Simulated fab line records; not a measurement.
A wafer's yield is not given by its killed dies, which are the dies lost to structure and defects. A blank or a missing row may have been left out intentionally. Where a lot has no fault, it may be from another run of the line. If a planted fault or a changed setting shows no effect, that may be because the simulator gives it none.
Which tool did it? | flow sky130 | Sampling: 11 lots, 33 wafers, 3 of 708 route steps

== WHAT THE GAUGES SHOWED, per wafer ==
SKY_METAL1_RS_MEAS_05: measures by four-point-probe.
lot  | measured     | on            | METAL1_ALCU_RS (ohm/sq)
L399 | day 31 18:31 | film metro-01 | 0.1270 0.1259 0.1259
L402 | day 32 21:52 | film metro-01 | 0.1266 0.1272 0.1267
L403 | day 33 08:28 | film metro-04 | 0.1255 0.1267 0.1264
L406 | day 34 13:37 | film metro-04 | 0.1295 0.1291 0.1294
L407 | day 34 18:37 | film metro-04 | 0.1237 0.1231 0.1246
L409 | day 35 05:14 | film metro-02 | 0.1290 0.1286 0.1276
L411 | day 36 00:28 | film metro-02 | 0.1254 0.1262 0.1261
L413 | day 36 16:27 | film metro-04 | 0.1276 0.1242 0.1248
L414 | day 36 21:00 | film metro-04 | 0.1264 0.1295 0.1272
L415 | day 37 04:52 | film metro-04 | 0.1267 0.1254 0.1259
L419 | day 38 06:28 | film metro-02 | 0.1252 0.1258 0.1248

SKY_METAL1_CD_MEAS_15: target cd 140 nm.
lot  | measured     | on        | cd nm (nm)
L399 | day 32 21:17 | cd sem-02 | 139.6 140.1 140.4
L402 | day 34 00:23 | cd sem-02 | 140.2 140.7 141.9
L403 | day 34 10:23 | cd sem-01 | 142.6 141.5 142.2
L406 | day 35 16:37 | cd sem-02 | 140.2 139.8 140.4
L407 | day 35 21:08 | cd sem-02 | 137.5 140.5 141.3
L409 | day 36 06:53 | cd sem-01 | 139.4 137.4 139.3
L411 | day 37 03:02 | cd sem-02 | 141.4 141.0 140.7
L413 | day 37 18:13 | cd sem-02 | 138.7 139.6 141.4
L414 | day 37 22:56 | cd sem-02 | 141.2 139.6 140.3
L415 | day 38 06:40 | cd sem-02 | 137.1 138.1 138.1
L419 | day 39 08:00 | cd sem-01 | 140.5 141.4 139.6

== EACH LOT AND THE TOOL THAT RAN IT (in order: tool; ch and the chambers of the sampled wafers; start) ==
lot  | SKY_METAL1_SPUTTER_00
L399 | pvd sputter-01, day 31 18:22
L402 | pvd sputter-02, day 32 21:41
L403 | pvd sputter-01, day 33 08:19
L406 | pvd sputter-02, day 34 13:28
L407 | pvd sputter-04, day 34 18:28
L409 | pvd sputter-02, day 35 05:06
L411 | pvd sputter-02, day 36 00:17
L413 | pvd sputter-04, day 36 16:19
L414 | pvd sputter-04, day 36 20:50
L415 | pvd sputter-02, day 37 04:42
L419 | pvd sputter-01, day 38 06:17
- SKY_METAL1_SPUTTER_00: material Ti, target thk 15 nm, time 10 s.

== WHAT THE TOOLS THEMSELVES READ (means of the sampled wafers that have a number; where no wafer has one, the mark that the record gives instead) ==
SKY_METAL1_SPUTTER_00.
lot  | tool           | throttle valve pct (%)
L399 | pvd sputter-01 | 29.8
L402 | pvd sputter-02 | 29.6
L403 | pvd sputter-01 | 29.9
L406 | pvd sputter-02 | 30.8
L407 | pvd sputter-04 | 30.2
L409 | pvd sputter-02 | 30.1
L411 | pvd sputter-02 | 30.6
L413 | pvd sputter-04 | 30.7
L414 | pvd sputter-04 | 29.5
L415 | pvd sputter-02 | 31.1
L419 | pvd sputter-01 | 30.6

== THE ANSWER, worked out from the rows above alone ==
Rule: the usual values come from the lots themselves. Put in order of their means at a reading, lots are off if they are a third of the lots or fewer, leave a main group of 4 or more, and stand apart from it by a gap of 3 or more times the standard deviation of the main group's means; of several such gaps the widest counts. If all means in a main group match to the digits the tables above print for the reading, that group is not used. A lot without any number at a reading at which 4 lots or more have one is off too. The other lots that the step has rows for count as sound. After the gauges, taken in route order, come the tools' own readings; for these a lot's mean is taken, as printed above. The first step at which some lot is off is used, and at that step the reading that is off furthest; a lot without a number counts as furthest.
Nothing can be told from this: no lot is off at any reading shown.

== WHAT THE SIMULATOR HAD PUT IN ==
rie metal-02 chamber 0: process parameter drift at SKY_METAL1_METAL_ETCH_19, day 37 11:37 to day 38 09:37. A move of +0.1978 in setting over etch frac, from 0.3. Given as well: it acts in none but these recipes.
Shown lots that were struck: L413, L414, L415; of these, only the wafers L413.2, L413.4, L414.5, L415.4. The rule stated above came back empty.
